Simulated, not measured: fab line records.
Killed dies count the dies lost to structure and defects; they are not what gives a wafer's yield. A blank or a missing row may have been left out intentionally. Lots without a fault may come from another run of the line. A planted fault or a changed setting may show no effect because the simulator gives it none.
What tool caused it? || flow gf180mcu || 14 lots with 42 wafers sampled at 2 steps, on a route of 602 steps

## WHAT THE GAUGES READ, wafer by wafer
GF_NSD_OVL_MEAS_08. Usual: NSD_OVL 0.8 nm, standard deviation 1.5.
{"lot": "L626", "measured": "day 13 01:29", "on": "overlay-01", "NSD_OVL (nm)": "0.9 2.1 1.8", "flag": ""}
{"lot": "L627", "measured": "day 13 09:41", "on": "overlay-02", "NSD_OVL (nm)": "2.5 3.0 2.5", "flag": ""}
{"lot": "L629", "measured": "day 15 00:40", "on": "overlay-02", "NSD_OVL (nm)": "2.2 2.5 1.5", "flag": ""}
{"lot": "L631", "measured": "day 15 01:53", "on": "overlay-02", "NSD_OVL (nm)": "-0.7 -0.7 -0.1", "flag": ""}
{"lot": "L638", "measured": "day 17 12:59", "on": "overlay-01", "NSD_OVL (nm)": "1.1 1.5 0.3", "flag": ""}
{"lot": "L639", "measured": "day 17 23:05", "on": "overlay-01", "NSD_OVL (nm)": "-0.1 1.0 -0.7", "flag": ""}
{"lot": "L640", "measured": "day 18 14:41", "on": "overlay-02", "NSD_OVL (nm)": "-1.3 -1.9 -2.8", "flag": ""}
{"lot": "L641", "measured": "day 18 16:53", "on": "overlay-01", "NSD_OVL (nm)": "-0.7 1.0 1.0", "flag": ""}
{"lot": "L643", "measured": "day 19 06:47", "on": "overlay-01", "NSD_OVL (nm)": "0.6 -0.6 0.0", "flag": ""}
{"lot": "L644", "measured": "day 19 16:01", "on": "overlay-02", "NSD_OVL (nm)": "1.2 1.8 0.7", "flag": ""}
{"lot": "L645", "measured": "day 20 00:41", "on": "overlay-01", "NSD_OVL (nm)": "0.1 0.9 0.6", "flag": ""}
{"lot": "L646", "measured": "day 20 10:29", "on": "overlay-02", "NSD_OVL (nm)": "0.7 -0.8 0.3", "flag": ""}
{"lot": "L647", "measured": "day 20 14:50", "on": "overlay-02", "NSD_OVL (nm)": "0.0 -0.7 0.9", "flag": ""}
{"lot": "L648", "measured": "day 20 22:16", "on": "overlay-01", "NSD_OVL (nm)": "0.0 -0.5 0.9", "flag": ""}

GF_PSD_RS_MEAS_14: measurement is done with a four-point probe. Usual: NSD_RS 46.13 ohm/sq, standard deviation 0.089.
{"lot": "L626", "measured": "day 13 22:18", "on": "filmMetro-02", "NSD_RS (ohm/sq)": "46.06 46.08 46.16", "flag": ""}
{"lot": "L627", "measured": "day 14 07:07", "on": "filmMetro-02", "NSD_RS (ohm/sq)": "46.04 46.06 46.19", "flag": ""}
{"lot": "L629", "measured": "day 15 23:38", "on": "filmMetro-02", "NSD_RS (ohm/sq)": "46.25 46.15 46.26", "flag": ""}
{"lot": "L631", "measured": "day 16 00:42", "on": "filmMetro-04", "NSD_RS (ohm/sq)": "45.98 45.95 45.96", "flag": ""}
{"lot": "L638", "measured": "day 18 12:36", "on": "filmMetro-04", "NSD_RS (ohm/sq)": "46.14 46.25 46.11", "flag": ""}
{"lot": "L639", "measured": "day 18 22:41", "on": "filmMetro-04", "NSD_RS (ohm/sq)": "46.15 46.22 46.18", "flag": ""}
{"lot": "L640", "measured": "day 19 14:46", "on": "filmMetro-03", "NSD_RS (ohm/sq)": "46.22 46.24 46.21", "flag": ""}
{"lot": "L641", "measured": "day 19 16:53", "on": "filmMetro-03", "NSD_RS (ohm/sq)": "46.24 46.18 46.26", "flag": ""}
{"lot": "L643", "measured": "day 20 07:44", "on": "filmMetro-03", "NSD_RS (ohm/sq)": "46.05 46.11 46.01", "flag": ""}
{"lot": "L644", "measured": "day 20 16:35", "on": "filmMetro-02", "NSD_RS (ohm/sq)": "46.05 46.08 45.98", "flag": ""}
{"lot": "L645", "measured": "day 21 00:49", "on": "filmMetro-03", "NSD_RS (ohm/sq)": "46.15 46.18 46.14", "flag": ""}
{"lot": "L646", "measured": "day 21 10:55", "on": "filmMetro-04", "NSD_RS (ohm/sq)": "46.17 46.23 46.02", "flag": ""}
{"lot": "L647", "measured": "day 21 14:34", "on": "filmMetro-03", "NSD_RS (ohm/sq)": "46.19 46.07 46.08", "flag": ""}
{"lot": "L648", "measured": "day 21 22:52", "on": "filmMetro-04", "NSD_RS (ohm/sq)": "46.01 46.21 46.19", "flag": ""}

## TOOL THAT RAN EACH LOT (tool first, then ch and the chambers of the sampled wafers, then the start)
The record holds no process step before these readings.

## WHAT THE TOOLS THEMSELVES READ (means of the sampled wafers that have a number; where no wafer has one, the mark that the record gives instead)
The record holds no such reading with a usual standard deviation.

## THE ANSWER, worked out from the rows above alone
Rule: a lot is off if the mean of its wafers that have a number lies more than 3 standard deviations from the usual mean. A lot without any number at a reading at which 4 lots or more have one is off too. Where the step has rows for the other lots, those lots are counted as sound. The gauges are gone through in route order, then the tools' own readings, and for those a lot's mean is taken as printed above. At the first step where some lot is off, the reading lying furthest off is the one used; lots without a number count as furthest.
No lot is off at any reading shown: from this, nothing can be told.

## WHAT THE SIMULATOR HAD PUT IN
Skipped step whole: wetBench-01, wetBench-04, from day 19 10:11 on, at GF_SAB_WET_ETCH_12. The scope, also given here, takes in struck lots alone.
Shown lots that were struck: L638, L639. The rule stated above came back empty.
